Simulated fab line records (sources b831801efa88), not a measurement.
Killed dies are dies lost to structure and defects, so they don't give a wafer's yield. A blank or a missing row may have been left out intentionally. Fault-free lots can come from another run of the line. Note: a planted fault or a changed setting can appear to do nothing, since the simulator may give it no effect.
A lot that was struck, set against a sound lot | flow gf180mcu | 20 out of 602 route steps
Sound: the wafers L694.1, L694.4, L694.6. Struck: wafers L699.1, L699.4, L699.5. The cause comes at the end.
At each step with rows: each side's tool, then ch and its chambers, then its first start. Under that, the readings that differ: sound wafers | struck wafers | difference of the means | sigmas: that difference in standard deviations of wafers without a fault.
alike: same words and numbers on both sides, and readings whose means sit less than 2 such deviations apart. not compared: any withheld reading, any reading some wafer has no value for, any bound like >300 that may hide the same value, and any number with overlapping values for which the record gives no deviation.
Wherever a step has rows on one side only, a row that says differs or no value, or a row with sigmas, the two part there. Numbers that don't overlap but have no deviation are shown without sigmas and don't part them. A reading missing from all wafers of one side parts the sides only when that side holds two or more wafers.

first, 4 steps without rows for these wafers: GF_MVPSD_SOFTBAKE_03; GF_MVPSD_EXPOSE_04 (exposes mask MVPSD, target cd 1000 nm); GF_MVPSD_PEB_05; GF_MVPSD_DEVELOP_06 (develop time 60 s).
GF_MVPSD_OVL_MEAS_07:
  sound on overlay-02 at day 9 06:57; struck on overlay-02 at day 10 10:28
  reading        | sound       | struck        | difference | sigmas
  MVPSD_OVL (nm) | 2.7 1.2 0.9 | -1.5 0.0 -1.6 | -2.6       | -2
then, 2 steps without rows for these wafers: GF_MVPSD_IMPLANT_08; GF_MVPSD_IMPLANT_09.
GF_MVPSD_STRIP_10: strips in O2/N2.
  sound on plasma asher-01 ch 0,1, day 9 07:17; struck on plasma asher-01 ch 0,1, day 10 10:47
  alike: drypump motor current A, heater power w, oes product au, platen temp c, strip time to endpoint s
  not compared: rf hours counter h
GF_MVPSD_TW_MEAS_11:
  sound on film metro-03 at day 9 07:23; struck on film metro-04 at day 10 10:53
  alike: MVPSD_TW
then, 3 steps without rows for these wafers: GF_VT_IMPLANT_DEHYDRATE_00 (time 60 s); GF_VT_IMPLANT_HMDS_01 (prime time 60 s); GF_VT_IMPLANT_COAT_02 (resist thk 1000 nm).
GF_VT_IMPLANT_SOFTBAKE_03: time 60 s.
  sound on litho track-04 ch 0, day 9 16:16; struck on litho track-04 ch 0, day 10 19:55
  reading                  | sound             | struck            | difference | sigmas
  heater power total W (W) | 56.66 56.64 56.54 | 69.75 69.80 69.84 | +13.18     | +99 or more
then, 2 steps without rows for these wafers: GF_VT_IMPLANT_EXPOSE_04 (exposes mask LVPWELL LV AREA, target cd 600 nm); GF_VT_IMPLANT_PEB_05.
GF_VT_IMPLANT_DEVELOP_06: develop time 60 s.
  sound on litho track-01 ch 0, day 10 00:37; struck on litho track-02 ch 0, day 11 05:06
  reading                                         | sound          | struck         | difference | sigmas
  model.NOVOLAK_of_VT_IMPLANT_COAT_02.thk nm (nm) | 1004 1004 1002 | 1019 1018 1018 | +15        |
GF_VT_IMPLANT_OVL_MEAS_07:
  sound on overlay-02 at day 10 00:46; struck on overlay-01 at day 11 05:15
  alike: VT_IMPLANT_OVL
after that, 1 step had no rows for these wafers: GF_VT_IMPLANT_IMPLANT_08.
GF_VT_IMPLANT_STRIP_09: strips in O2/N2.
  sound on plasma asher-04 ch 0,1, day 10 00:57; struck on plasma asher-04 ch 0,1, day 11 05:26
  reading                      | sound             | struck            | difference | sigmas
  oes product au (a.u.)        | 0.719 0.723 0.729 | 0.712 0.717 0.712 | -0.010     | -2
  strip time to endpoint s (s) | 12.67 12.67 12.65 | 12.79 12.76 12.76 | +0.11      | +3
  alike: drypump motor current A, heater power w, platen temp c
  not compared: rf hours counter h
GF_VT_IMPLANT_TW_MEAS_10:
  sound on film metro-02 at day 10 01:03; struck on film metro-01 at day 11 05:32
  reading       | sound       | struck      | difference | sigmas
  VT_IMPLANT_TW | 575 575 574 | 562 565 564 | -11        | -2

== WHERE THEY PART ==
Earliest at GF_MVPSD_OVL_MEAS_07; latest, in this record, at GF_VT_IMPLANT_TW_MEAS_10.

WHY: the cause the simulator had injected
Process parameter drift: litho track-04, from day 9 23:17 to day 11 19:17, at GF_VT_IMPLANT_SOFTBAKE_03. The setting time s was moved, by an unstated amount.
